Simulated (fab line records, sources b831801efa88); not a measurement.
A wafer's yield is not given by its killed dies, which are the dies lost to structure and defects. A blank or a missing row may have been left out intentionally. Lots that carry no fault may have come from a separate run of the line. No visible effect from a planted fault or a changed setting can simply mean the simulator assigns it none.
Which tool is to blame?    flow sky130    11 lots with 33 wafers sampled at 4 steps, on a route of 708 steps

## WHAT THE GAUGES SHOWED, per wafer
SKY_LDD_N_TW_MEAS_17.
lot   measured      on             LDD_N_TW
L998  day 17 03:58  film metro-03  2574 2584 2593
L101  day 18 15:55  film metro-02  2569 2580 2575
L102  day 19 02:54  film metro-02  2566 2567 2565
L103  day 19 06:04  film metro-03  2583 2591 2590
L106  day 20 11:29  film metro-03  2610 2610 2599
L108  day 22 00:38  film metro-02  2562 2581 2575
L112  day 22 21:26  film metro-02  2631 2617 2641
L113  day 23 02:40  film metro-03  2652 2652 2660
L115  day 23 17:49  film metro-03  2584 2583 2589
L117  day 24 16:33  film metro-01  2569 2567 2564
L121  day 25 17:46  film metro-01  2586 2591 2577

## WHICH TOOL RAN EACH LOT (tool, then ch and the chambers of the sampled wafers, then the start)
lot   SKY_PWDE_STRIP_09                    SKY_LDD_N_IMPLANT_11             SKY_LDD_N_STRIP_16
L998  plasma asher-03 ch 0,1, day 3 19:17  implanter-02 ch 0, day 17 03:08  plasma asher-02 ch 0,1, day 17 03:53
L101  plasma asher-02 ch 0,1, day 4 11:52  implanter-04 ch 0, day 18 15:04  plasma asher-02 ch 0,1, day 18 15:49
L102  plasma asher-02 ch 0,1, day 4 20:05  implanter-04 ch 0, day 19 02:05  plasma asher-01 ch 0,1, day 19 02:48
L103  plasma asher-02 ch 0,1, day 4 21:49  implanter-04 ch 0, day 19 05:13  plasma asher-04 ch 0,1, day 19 05:58
L106  plasma asher-04 ch 0,1, day 5 14:39  implanter-02 ch 0, day 20 10:38  plasma asher-01 ch 0,1, day 20 11:23
L108  plasma asher-03 ch 0,1, day 6 11:16  implanter-04 ch 0, day 21 23:47  plasma asher-02 ch 0,1, day 22 00:32
L112  plasma asher-03 ch 0,1, day 7 01:44  implanter-04 ch 0, day 22 20:37  plasma asher-02 ch 0,1, day 22 21:20
L113  plasma asher-03 ch 0,1, day 7 07:58  implanter-04 ch 0, day 23 01:50  plasma asher-04 ch 0,1, day 23 02:34
L115  plasma asher-02 ch 0,1, day 7 20:13  implanter-02 ch 0, day 23 16:58  plasma asher-02 ch 0, day 23 17:43
L117  plasma asher-02 ch 0,1, day 8 06:49  implanter-02 ch 0, day 24 15:43  plasma asher-01 ch 0,1, day 24 16:26
L121  plasma asher-03 ch 0,1, day 9 06:49  implanter-02 ch 0, day 25 16:56  plasma asher-02 ch 0,1, day 25 17:40
- SKY_PWDE_STRIP_09: strips in O2/N2.
- SKY_LDD_N_IMPLANT_11
- SKY_LDD_N_STRIP_16: strips in O2/N2.

## THE ANSWER, worked out from the rows above alone
Rule: the lots themselves supply what counts as usual. Put in order of their means at a reading, lots are off if they are a third of the lots or fewer, leave a main group of 4 or more, and stand apart from it by a gap of 3 or more times the standard deviation of the main group's means; of several such gaps the widest counts. A main group whose means are all the same, to the digits that the tables above print for the reading, isn't used. A lot without any number at a reading at which 4 lots or more have one is off too. Any other lot the step has rows for is counted as sound.
No lot is off at any reading shown: from this, nothing can be told.

## WHAT HAD BEEN PUT IN BY THE SIMULATOR
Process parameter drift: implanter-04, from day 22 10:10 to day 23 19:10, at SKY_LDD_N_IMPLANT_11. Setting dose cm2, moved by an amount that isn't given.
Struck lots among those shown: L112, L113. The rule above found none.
